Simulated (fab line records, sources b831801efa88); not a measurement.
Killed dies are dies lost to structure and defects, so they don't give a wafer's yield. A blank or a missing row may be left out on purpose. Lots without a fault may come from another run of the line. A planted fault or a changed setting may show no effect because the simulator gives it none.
Split-lot experiment | flow gf180mcu | 5 lots, 23 wafers read, on a route of 602 steps

THE SPLIT
At GF_M3_SPUTTER_03 (material Ti, target thk 10 nm, time 6.7 s), the setting time_s was moved away from the recipe's 6.7 s on 9 of the 23 wafers read, by -8.8% to +7.4%. The other wafers ran this setting at the recipe's value.

The reading is taken at the split's own step.

THE READING
Ti_of_M3_SPUTTER_03.thk_nm (the simulator's own value, which no gauge read), in nm, at GF_M3_SPUTTER_03 (material Ti, target thk 10 nm, time 6.7 s). The file gives no usual value for it. The 14 wafers here that ran the recipe average 10.033 nm, standard deviation 0.1 nm.

wafer  | tool, chamber at the split | time_s as run, s | against the recipe | Ti_of_M3_SPUTTER_03.thk_nm, nm | against lot-mates on the recipe
L074.1 | pvd_sputter-02, -          | 6.7              | recipe             | 9.926                          | -
L074.3 | pvd_sputter-02, -          | 6.112            | -8.8%              | 9.212                          | -0.743
L074.4 | pvd_sputter-02, -          | 6.112            | -8.8%              | 9.025                          | -0.930
L074.5 | pvd_sputter-02, -          | 6.7              | recipe             | 9.889                          | -
L074.6 | pvd_sputter-02, -          | 6.7              | recipe             | 10.05                          | -
L076.1 | pvd_sputter-01, -          | 6.7              | recipe             | 9.899                          | -
L076.2 | pvd_sputter-01, -          | 6.136            | -8.4%              | 9.264                          | -0.722
L076.3 | pvd_sputter-01, -          | 6.7              | recipe             | 10.03                          | -
L076.5 | pvd_sputter-01, -          | 6.7              | recipe             | 10.03                          | -
L076.6 | pvd_sputter-01, -          | 6.136            | -8.4%              | 9.182                          | -0.804
L078.1 | pvd_sputter-02, -          | 6.7              | recipe             | 10.01                          | -
L078.2 | pvd_sputter-02, -          | 6.7              | recipe             | 10.03                          | -
L078.3 | pvd_sputter-02, -          | 7.196            | +7.4%              | 10.74                          | +0.764
L078.4 | pvd_sputter-02, -          | 6.7              | recipe             | 9.888                          | -
L078.5 | pvd_sputter-02, -          | 7.196            | +7.4%              | 10.84                          | +0.864
L083.1 | pvd_sputter-02, -          | 6.7              | recipe             | 10.11                          | -
L083.2 | pvd_sputter-02, -          | 6.7              | recipe             | 10.1                           | -
L083.3 | pvd_sputter-02, -          | 6.422            | -4.1%              | 9.663                          | -0.442
L083.4 | pvd_sputter-02, -          | 6.422            | -4.1%              | 9.566                          | -0.539
L083.6 | pvd_sputter-02, -          | 6.422            | -4.1%              | 9.711                          | -0.394
L084.1 | pvd_sputter-01, -          | 6.7              | recipe             | 10.21                          | -
L084.4 | pvd_sputter-01, -          | 6.7              | recipe             | 10.1                           | -
L084.6 | pvd_sputter-01, -          | 6.7              | recipe             | 10.19                          | -

THE FIT
A straight line over all 23 wafers: Ti_of_M3_SPUTTER_03.thk_nm changes by +0.1 nm for each +1% of time_s; r = +0.98; the points scatter about the line by 0.094 nm.
The same after taking each lot's own level away (the mean of its wafers on the recipe; 23 wafers): +0.0999 nm for each +1%; r = +0.99; scatter 0.073 nm.
On that fit, the largest move of time_s shifts the reading by 0.88 nm.
The lots' own levels span 9.9550 to 10.1667 nm, that is 2.1 times the standard deviation above.
So the lot-to-lot level changes the slope little: the two slopes agree.
Check: with one of the wafers moved furthest among these (-8.8%) left out of the fit, the line predicts -0.892 nm for it against its lot-mates. It came out at -0.743 nm against them.

OTHER SPLITS ON THESE WAFERS
These wafers also went through other splits before the reading. Each is held against what the fit with the lots' levels taken away leaves over:
other split on the same wafers       | wafers away from the commonest value | r with Ti_of_M3_SPUTTER_03.thk_nm (lot level and that fit taken away)
GF_M1_SPUTTER_01 time_s              | 8                                    | +0.09
GF_M1_METAL_ETCH_16 bias_w           | 7                                    | +0.14
GF_V1_CMP_04 leave_above_ref_nm      | 5                                    | -0.31
GF_V1_PEB_12 peb_temp_c              | 8                                    | +0.17
GF_V1_SPUTTER_21 time_s              | 10                                   | -0.03
GF_V2_COAT_09 resist_thk_nm          | 10                                   | -0.07
GF_V2_ETCH_16 bias_w                 | 8                                    | +0.18
GF_V2_SPUTTER_21 chamber_pressure_pa | 15                                   | -0.14

THE FILE'S OWN FIT
Ti_of_M3_SPUTTER_03.thk_nm changes by +0.0986 nm for each +1% of time_s, r = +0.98.
